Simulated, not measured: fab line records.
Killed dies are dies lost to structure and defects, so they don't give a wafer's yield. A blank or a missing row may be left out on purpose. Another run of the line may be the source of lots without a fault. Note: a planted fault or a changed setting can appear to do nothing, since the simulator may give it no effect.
Struck lot and sound lot, side by side + flow sky130 + 16 steps out of a route of 708
Sound: the wafers L244.1, L244.5, L244.6. Struck: wafer L237.1. (L237.5 of the same lot was not struck and is left out.) The cause comes at the end.
Order at every step that has rows: each side's tool, ch and its chambers, its first start. Under that, the readings that differ: sound wafers + struck wafers + difference of the means + sigmas: that difference in standard deviations of wafers without a fault.
alike: same words and numbers on both sides, and readings whose means sit less than 2 such deviations apart. not compared: any withheld reading, any reading some wafer has no value for, any bound like >300 that may hide the same value, and any number with overlapping values for which the record gives no deviation.
A row with sigmas, a row that says differs or no value, or rows on one side alone: a step with any of these is where the two part. Non-overlapping numbers with no deviation appear without sigmas and do not part them. A reading that every wafer of one side lacks parts them only if that side has two wafers or more.

SKY_METAL2_THK_MEAS_06: measures by xrf.
  struck on film metro-01, day 36 11:07; sound on film metro-04, day 38 23:06
  alike: METAL2_ALCU_THK
then, 8 steps without rows for these wafers: SKY_METAL2_DEHYDRATE_07 (time 60 s); SKY_METAL2_HMDS_08 (prime time 60 s); SKY_METAL2_COAT_09 (resist thk 60 nm); SKY_METAL2_COAT_10 (resist thk 450 nm); SKY_METAL2_SOFTBAKE_11 (time 90 s); SKY_METAL2_EXPOSE_12 (exposes mask MM2, target cd 140 nm); SKY_METAL2_PEB_13; SKY_METAL2_DEVELOP_14 (develop time 60 s).
SKY_METAL2_CD_MEAS_15: target cd 140 nm.
  struck on cd sem-01, day 37 12:52; sound on cd sem-02, day 40 00:13
  alike: cd nm
SKY_METAL2_OVL_MEAS_16:
  struck on overlay-01, day 37 12:59; sound on overlay-02, day 40 00:20
| reading         | sound   | struck | difference | sigmas |
|-----------------|---------|--------|------------|--------|
| METAL2_OVL (nm) | 1 -3 -4 | 7      | +9         | +2     |
SKY_METAL2_DESCUM_17: chemistry O2, time 8 s.
  sound on rie metal-02 ch 1, day 40 00:22; struck on rie metal-03 ch 1, day 37 13:01
| reading               | sound             | struck | difference | sigmas |
|-----------------------|-------------------|--------|------------|--------|
| oes product au (a.u.) | 1.008 1.013 1.018 | 0.974  | -0.039     | -4     |
  alike: chamber pressure mTorr, drypump motor current A, rf fwd power W, temp c
  not compared: rf hours counter h
SKY_METAL2_ETCH_18: etches BARC in N2/H2, stops on SiO2, time 45.9 s, target depth 60 nm.
  sound on rie metal-02 ch 1, day 40 00:26; struck on rie metal-03 ch 1, day 37 13:03
| reading                                       | sound             | struck | difference | sigmas |
|-----------------------------------------------|-------------------|--------|------------|--------|
| model.KrF-thick_of_METAL2_COAT_10.thk nm (nm) | 393.9 395.2 392.5 | 378.1  | -15.8      |        |
| model.METAL2.cd nm (nm)                       | 138.5 139.1 138.4 | 136.4  | -2.3       |        |
  alike: bias w, chamber pressure mTorr, drypump motor current A, oes product au, rf fwd power W, throttle valve pct
  not compared: rf hours counter h
SKY_METAL2_METAL_ETCH_19: etches the open film in Cl2/BCl3, stops on SiO2, target depth 360 nm, time 78 s.
  sound on rie metal-02 ch 1, day 40 00:34; struck on rie metal-03 ch 1, day 37 13:07
| reading                                       | sound             | struck | difference | sigmas |
|-----------------------------------------------|-------------------|--------|------------|--------|
| oes product au (a.u.)                         | 0.845 0.835 0.847 | 0.859  | +0.017     | +3     |
| model.KrF-thick_of_METAL2_COAT_10.thk nm (nm) | 155.2 156.3 154.9 | 151.1  | -4.4       |        |
  alike: bias w, chamber pressure mTorr, drypump motor current A, mfc cl2 sccm, rf fwd power W, throttle valve pct
  not compared: rf hours counter h
SKY_METAL2_STRIP_20: strips in O2/N2.
  sound on plasma asher-01 ch 0,1, day 40 00:44; struck on plasma asher-01 ch 0, day 37 13:13
  alike: chamber pressure mTorr, drypump motor current A, oes product au, strip time to endpoint s
  not compared: rf hours counter h
then, 1 step without rows for these wafers: SKY_PAD_OPEN_PROBE_99.

## WHERE THEY PART
At SKY_METAL2_OVL_MEAS_16 first; at SKY_METAL2_METAL_ETCH_19 last (within this record only). Later steps at which nothing parts them and some readings are alike: SKY_METAL2_STRIP_20.

WHY: whatever the simulator had introduced
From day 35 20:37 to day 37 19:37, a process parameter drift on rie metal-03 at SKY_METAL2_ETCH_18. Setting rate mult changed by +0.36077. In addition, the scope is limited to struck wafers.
